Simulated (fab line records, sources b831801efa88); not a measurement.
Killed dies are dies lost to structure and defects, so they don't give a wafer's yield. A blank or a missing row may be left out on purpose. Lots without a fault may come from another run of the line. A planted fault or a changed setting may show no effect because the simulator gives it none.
Which tool did it? | flow gf180mcu | 14 lots, 42 wafers sampled, at 4 steps of a route of 602

WHAT THE GAUGES READ, wafer by wafer
GF_STI_THK_MEAS_24.
lot  | measured    | on            | STI_CVD_23_THK (nm)
L360 | day 2 06:38 | film_metro-04 | 656 655 642
L361 | day 2 19:16 | film_metro-03 | 660 647 662
L362 | day 2 19:18 | film_metro-04 | 641 658 642
L363 | day 2 23:02 | film_metro-01 | 664 644 635
L364 | day 3 04:05 | film_metro-03 | 636 638 661
L367 | day 3 17:02 | film_metro-04 | 647 636 650
L366 | day 3 17:06 | film_metro-04 | 668 670 668
L369 | day 4 02:17 | film_metro-01 | 649 643 664
L371 | day 4 12:01 | film_metro-04 | 648 667 650
L372 | day 4 17:11 | film_metro-04 | 642 644 634
L374 | day 5 04:19 | film_metro-03 | 644 643 653
L377 | day 5 21:48 | film_metro-03 | 652 645 634
L381 | day 6 16:22 | film_metro-04 | 655 650 639
L382 | day 6 21:13 | film_metro-04 | 654 661 651

GF_POLY_GATE_THK_MEAS_01.
lot  | measured     | on            | POLY_GATE_CVD_00_THK (nm)
L360 | day 8 21:12  | film_metro-02 | 201.0 201.8 200.1
L361 | day 9 07:59  | film_metro-02 | 201.5 201.6 202.9
L362 | day 9 04:59  | film_metro-03 | 204.1 203.0 203.4
L363 | day 9 10:28  | film_metro-02 | 204.0 201.6 202.7
L364 | day 10 00:56 | film_metro-01 | 200.7 201.9 201.9
L367 | day 10 13:52 | film_metro-03 | 200.1 200.5 200.5
L366 | day 10 13:52 | film_metro-02 | 199.9 202.2 202.2
L369 | day 11 01:44 | film_metro-03 | 200.8 200.2 199.4
L371 | day 11 14:43 | film_metro-02 | 200.7 201.9 201.0
L372 | day 11 22:23 | film_metro-03 | 201.1 202.0 200.8
L374 | day 12 20:12 | film_metro-02 | 199.1 202.1 199.3
L377 | day 13 14:46 | film_metro-02 | 203.6 202.6 201.0
L381 | day 14 11:10 | film_metro-02 | 202.3 203.0 203.7
L382 | day 14 17:38 | film_metro-03 | 197.4 199.1 198.8

WHICH TOOL RAN EACH LOT (tool, then ch and the chambers of the sampled wafers, then the start)
lot  | GF_LVPWELL_DEHYDRATE_00          | GF_VT_IMPLANT_STRIP_42
L360 | litho_track-02 ch 0, day 3 22:47 | plasma_asher-03 ch 0,1, day 7 21:24
L361 | litho_track-01 ch 0, day 4 07:52 | plasma_asher-02 ch 0,1, day 8 08:21
L362 | litho_track-02 ch 0, day 4 07:23 | plasma_asher-02 ch 0,1, day 8 06:01
L363 | litho_track-01 ch 0, day 4 10:43 | plasma_asher-01 ch 0,1, day 8 11:34
L364 | litho_track-04 ch 0, day 4 16:43 | plasma_asher-03 ch 0,1, day 9 01:03
L367 | litho_track-01 ch 0, day 5 05:10 | plasma_asher-02 ch 0,1, day 9 10:33
L366 | litho_track-02 ch 0, day 5 06:44 | plasma_asher-02 ch 0,1, day 9 12:11
L369 | litho_track-01 ch 0, day 5 15:28 | plasma_asher-01 ch 0,1, day 9 23:05
L371 | litho_track-04 ch 0, day 5 23:25 | plasma_asher-02 ch 0,1, day 10 11:06
L372 | litho_track-02 ch 0, day 6 07:35 | plasma_asher-03 ch 0,1, day 10 20:43
L374 | litho_track-01 ch 0, day 6 21:10 | plasma_asher-02 ch 0,1, day 11 12:16
L377 | litho_track-02 ch 0, day 7 14:17 | plasma_asher-01 ch 0,1, day 12 08:23
L381 | litho_track-02 ch 0, day 8 09:50 | plasma_asher-03 ch 1, day 13 07:25
L382 | litho_track-04 ch 0, day 8 15:31 | plasma_asher-03 ch 0,1, day 13 13:48
- GF_LVPWELL_DEHYDRATE_00: time 60 s.
- GF_VT_IMPLANT_STRIP_42: strips in O2/N2.

WHAT THE TOOLS THEMSELVES READ (means of the sampled wafers that have a number; where no wafer has one, the mark that the record gives instead)
GF_LVPWELL_DEHYDRATE_00.
lot  | tool           | exhaust_pa (Pa) | heater_power_total_W (W) | run_length_s (s)
L360 | litho_track-02 | 45.3            | 160.36                   | 89.41
L361 | litho_track-01 | 45.4            | 160.44                   | 89.18
L362 | litho_track-02 | 45.2            | 160.35                   | 89.25
L363 | litho_track-01 | 45.4            | 160.35                   | 89.42
L364 | litho_track-04 | 45.3            | 160.35                   | 89.07
L367 | litho_track-01 | 45.4            | 160.35                   | 89.30
L366 | litho_track-02 | 45.8            | 160.38                   | 89.29
L369 | litho_track-01 | 45.6            | 160.32                   | 89.34
L371 | litho_track-04 | 44.5            | 160.37                   | 88.94
L372 | litho_track-02 | 45.2            | 160.38                   | 89.27
L374 | litho_track-01 | 45.8            | 160.44                   | 89.31
L377 | litho_track-02 | 43.4            | 161.76                   | 87.46
L381 | litho_track-02 | 46.4            | 161.65                   | 87.42
L382 | litho_track-04 | 45.5            | 160.43                   | 89.04

GF_VT_IMPLANT_STRIP_42.
lot  | tool            | drypump_motor_current_A (A) | heater_power_w (W) | oes_product_au (a.u.) | strip_time_to_endpoint_s (s)
L360 | plasma_asher-03 | 5.9                         | 299                | 0.721                 | 12.63
L361 | plasma_asher-02 | 5.6                         | 316                | 0.718                 | 12.61
L362 | plasma_asher-02 | 5.3                         | 310                | 0.717                 | 12.68
L363 | plasma_asher-01 | 5.6                         | 354                | 0.716                 | 12.60
L364 | plasma_asher-03 | 6.2                         | 292                | 0.714                 | 12.60
L367 | plasma_asher-02 | 5.3                         | 309                | 0.713                 | 12.64
L366 | plasma_asher-02 | 5.3                         | 315                | 0.717                 | 12.58
L369 | plasma_asher-01 | 5.6                         | 376                | 0.714                 | 12.61
L371 | plasma_asher-02 | 5.6                         | 317                | 0.713                 | 12.68
L372 | plasma_asher-03 | 6.2                         | 295                | 0.718                 | 12.69
L374 | plasma_asher-02 | 5.6                         | 321                | 0.722                 | 12.65
L377 | plasma_asher-01 | 5.6                         | 373                | 0.715                 | 12.62
L381 | plasma_asher-03 | 6.6                         | 296                | 0.709                 | 12.65
L382 | plasma_asher-03 | 6.2                         | 296                | 0.715                 | 12.69

THE ANSWER, worked out from the rows above alone
Rule: what is usual is taken from the lots themselves. Put in order of their means at a reading, lots are off if they are a third of the lots or fewer, leave a main group of 4 or more, and stand apart from it by a gap of 3 or more times the standard deviation of the main group's means; of several such gaps the widest counts. A main group whose means are all the same, to the digits that the tables above print for the reading, isn't used. A lot without any number at a reading at which 4 lots or more have one is off too. The other lots that the step has rows for count as sound. The gauges are gone through in route order, then the tools' own readings, and for those a lot's mean is taken as printed above. The first step at which some lot is off is used, and at that step the reading that is off furthest; a lot without a number counts as furthest.
Off: L377, L381, at GF_LVPWELL_DEHYDRATE_00 (heater_power_total_W). The main group: mean 160.38 W, standard deviation 0.038.
A tool fits if, at that step or a process step before it, it ran every lot that is off, and no sound lot after the first of them. One fits: litho_track-02 at GF_LVPWELL_DEHYDRATE_00. Its last sound lot is L372 (day 6 07:35), its first lot that is off L377 (day 7 14:17): a fault that began between those two fits.
The tool's own readings at GF_LVPWELL_DEHYDRATE_00 bear it out: on the lots that are off they differ by more than 5 times the standard deviation of the sound lots' means. heater_power_total_W reads 161.70 W there against 160.38 W on the sound lots; run_length_s reads 87.44 s there against 89.23 s on the sound lots.

WHAT THE SIMULATOR HAD PUT IN
Process parameter drift: litho_track-02, from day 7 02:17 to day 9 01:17, at GF_LVPWELL_DEHYDRATE_00. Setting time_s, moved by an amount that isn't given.
Lots struck among those shown: L377, L381. The rule above found the same.
